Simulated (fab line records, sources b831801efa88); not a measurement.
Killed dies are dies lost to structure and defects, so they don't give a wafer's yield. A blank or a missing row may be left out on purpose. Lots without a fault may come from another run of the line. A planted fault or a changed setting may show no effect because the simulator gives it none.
Which tool did it? | flow sky130 | 13 lots, 37 wafers sampled, at 3 steps of a route of 708

WHAT THE GAUGES READ, wafer by wafer
SKY_METAL5_RS_MEAS_05: measures by four-point-probe.
lot  | measured     | on            | METAL5_ALCU_RS (ohm/sq)
L400 | day 42 14:04 | film_metro-04 | 0.0269 0.0269 0.0273
L401 | day 42 18:29 | film_metro-03 | 0.0271 0.0267 0.0266
L402 | day 43 04:00 | film_metro-04 | 0.0270 0.0268 0.0267
L404 | day 43 22:01 | film_metro-01 | 0.0269 0.0270 0.0271
L405 | day 44 02:34 | film_metro-04 | 0.0267 0.0266 0.0267
L406 | day 44 12:00 | film_metro-04 | 0.0269 0.0270 0.0272
L414 | day 46 17:28 | film_metro-01 | 0.0185 0.0267
L413 | day 46 18:20 | film_metro-01 | 0.0187 0.0273
L417 | day 47 06:59 | film_metro-04 | 0.0268 0.0269 0.0266
L419 | day 47 20:28 | film_metro-04 | 0.0271 0.0272 0.0270
L420 | day 48 03:53 | film_metro-04 | 0.0264 0.0264 0.0262
L422 | day 48 14:23 | film_metro-03 | 0.0270 0.0271 0.0270
L423 | day 48 16:59 | film_metro-01 | 0.0271 0.0274 0.0272

SKY_METAL5_THK_MEAS_06: measures by xrf.
lot  | measured     | on            | METAL5_ALCU_THK (nm)
L400 | day 42 14:11 | film_metro-04 | 1159 1162 1144
L401 | day 42 18:36 | film_metro-03 | 1147 1163 1168
L402 | day 43 04:07 | film_metro-04 | 1160 1169 1170
L404 | day 43 22:08 | film_metro-01 | 1166 1165 1166
L405 | day 44 02:41 | film_metro-04 | 1186 1192 1192
L406 | day 44 12:06 | film_metro-04 | 1182 1171 1155
L414 | day 46 17:34 | film_metro-01 | 1687 1176
L413 | day 46 18:28 | film_metro-01 | 1676 1151
L417 | day 47 07:05 | film_metro-04 | 1176 1178 1188
L419 | day 47 20:35 | film_metro-04 | 1173 1169 1176
L420 | day 48 03:59 | film_metro-04 | 1198 1202 1205
L422 | day 48 14:29 | film_metro-03 | 1140 1138 1147
L423 | day 48 17:06 | film_metro-01 | 1152 1147 1155

WHICH TOOL RAN EACH LOT (tool, then ch and the chambers of the sampled wafers, then the start)
lot  | SKY_METAL5_SPUTTER_02
L400 | pvd_sputter-01, day 42 13:56
L401 | pvd_sputter-01, day 42 18:21
L402 | pvd_sputter-01, day 43 03:53
L404 | pvd_sputter-02, day 43 21:54
L405 | pvd_sputter-02, day 44 02:26
L406 | pvd_sputter-01, day 44 11:50
L414 | pvd_sputter-02, day 46 17:19
L413 | pvd_sputter-02, day 46 18:13
L417 | pvd_sputter-01, day 47 06:49
L419 | pvd_sputter-04, day 47 20:20
L420 | pvd_sputter-01, day 48 03:44
L422 | pvd_sputter-01, day 48 14:14
L423 | pvd_sputter-04, day 48 16:52
- SKY_METAL5_SPUTTER_02: material AlCu, target thk 1150 nm, time 61.2 s.

WHAT THE TOOLS THEMSELVES READ (means of the sampled wafers that have a number; where no wafer has one, the mark that the record gives instead)
SKY_METAL5_SPUTTER_02.
lot  | tool           | throttle_valve_pct (%)
L400 | pvd_sputter-01 | 29.4
L401 | pvd_sputter-01 | 29.9
L402 | pvd_sputter-01 | 29.8
L404 | pvd_sputter-02 | 29.8
L405 | pvd_sputter-02 | 29.8
L406 | pvd_sputter-01 | 29.8
L414 | pvd_sputter-02 | 30.1
L413 | pvd_sputter-02 | 29.4
L417 | pvd_sputter-01 | 30.2
L419 | pvd_sputter-04 | 31.5
L420 | pvd_sputter-01 | 29.8
L422 | pvd_sputter-01 | 29.4
L423 | pvd_sputter-04 | 30.9

THE ANSWER, worked out from the rows above alone
Rule: what is usual is taken from the lots themselves. Put in order of their means at a reading, lots are off if they are a third of the lots or fewer, leave a main group of 4 or more, and stand apart from it by a gap of 3 or more times the standard deviation of the main group's means; of several such gaps the widest counts. A main group whose means are all the same, to the digits that the tables above print for the reading, isn't used. A lot without any number at a reading at which 4 lots or more have one is off too. The other lots that the step has rows for count as sound. The gauges are gone through in route order, then the tools' own readings, and for those a lot's mean is taken as printed above. The first step at which some lot is off is used, and at that step the reading that is off furthest; a lot without a number counts as furthest.
Off: L414, L413, at SKY_METAL5_RS_MEAS_05 (METAL5_ALCU_RS). The main group: mean 0.0269 ohm/sq, standard deviation 0.00024.
A tool fits if, at a process step before that reading, it ran every lot that is off, and no sound lot after the first of them. The gauges at SKY_METAL5_RS_MEAS_05 are tried like those tools. One fits: pvd_sputter-02 at SKY_METAL5_SPUTTER_02. Its last sound lot is L405 (day 44 02:26), its first lot that is off L414 (day 46 17:19): a fault that began between those two fits.

WHAT THE SIMULATOR HAD PUT IN
Process parameter drift: pvd_sputter-02, from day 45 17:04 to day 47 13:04, at SKY_METAL5_SPUTTER_02. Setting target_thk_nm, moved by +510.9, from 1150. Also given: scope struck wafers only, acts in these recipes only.
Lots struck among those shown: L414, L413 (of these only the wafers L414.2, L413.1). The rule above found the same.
